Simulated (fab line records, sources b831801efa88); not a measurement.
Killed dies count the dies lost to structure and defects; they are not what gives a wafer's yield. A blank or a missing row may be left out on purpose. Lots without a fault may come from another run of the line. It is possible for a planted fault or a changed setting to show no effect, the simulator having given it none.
Comparing a struck lot with a sound one | flow gf180mcu | 14 out of 602 route steps
Sound: the wafers L793.1, L793.3, L793.4. Wafers L801.2, L801.4, L801.6 were the ones struck. The cause comes at the end.
Per side, at each step with rows, come the tool, then ch with its chambers, and then its first start. Under that, the readings that differ: sound wafers | struck wafers | difference of the means | sigmas: that difference in standard deviations of wafers without a fault.
alike: same words and numbers on both sides, and readings whose means sit less than 2 such deviations apart. not compared: any withheld reading, any reading some wafer has no value for, any bound like >300 that may hide the same value, and any number with overlapping values for which the record gives no deviation.
A row with sigmas, a row that says differs or no value, or rows on one side alone: a step with any of these is where the two part. When numbers do not overlap yet have no deviation, they are printed without sigmas and do not part them. Lack of a reading on every wafer of one side parts them only where that side has two or more wafers.

first, 3 steps without rows for these wafers: GF_MIM_EXPOSE_16 (exposes mask FuseTop, target cd 2000 nm); GF_MIM_PEB_17; GF_MIM_DEVELOP_18 (develop time 60 s).
GF_MIM_METAL_ETCH_19: etches the open film in Cl2/BCl3, stops on Si3N4, target depth 324.5 nm, time 54.1 s.
  sound on rie metal-02 ch 0,1, day 28 12:27; struck on rie metal-03 ch 0,1, day 30 08:54
  alike: drypump motor current A, oes product au, throttle valve pct
  not compared: rf hours counter h
GF_MIM_STRIP_20: strips in O2/N2.
  sound on plasma asher-02 ch 0,1, day 28 12:31; struck on plasma asher-02 ch 0,1, day 30 08:58
  alike: drypump motor current A, heater power w, oes product au, strip time to endpoint s
  not compared: rf hours counter h
then, 7 steps without rows for these wafers: GF_MIM_STRIP_21 (strips in post etch residue remover, time 1200 s); GF_MIM_CLEAN_22 (cleans in DIW); GF_M5_DEHYDRATE_00 (time 60 s); GF_M5_HMDS_01 (prime time 60 s); GF_M5_COAT_02 (resist thk 1000 nm); GF_M5_SOFTBAKE_03 (time 60 s); GF_M5_EXPOSE_04 (exposes mask Metal5, target cd 280 nm).
GF_M5_PEB_05: peb time 90 s.
  struck on litho track-04, day 31 02:54; sound on litho track-04 ch 0, day 29 08:19
  no value came back on the struck wafers for chill plate temp C (C), exhaust pa (Pa), heater power total W (W); on the sound wafers chill plate temp C (C) reads 22.96 22.84 22.76
then, 1 step without rows for these wafers: GF_M5_DEVELOP_06 (develop time 60 s).

== WHERE THEY PART ==
Only at GF_M5_PEB_05, as far as this record shows.

WHY: whatever the simulator had introduced
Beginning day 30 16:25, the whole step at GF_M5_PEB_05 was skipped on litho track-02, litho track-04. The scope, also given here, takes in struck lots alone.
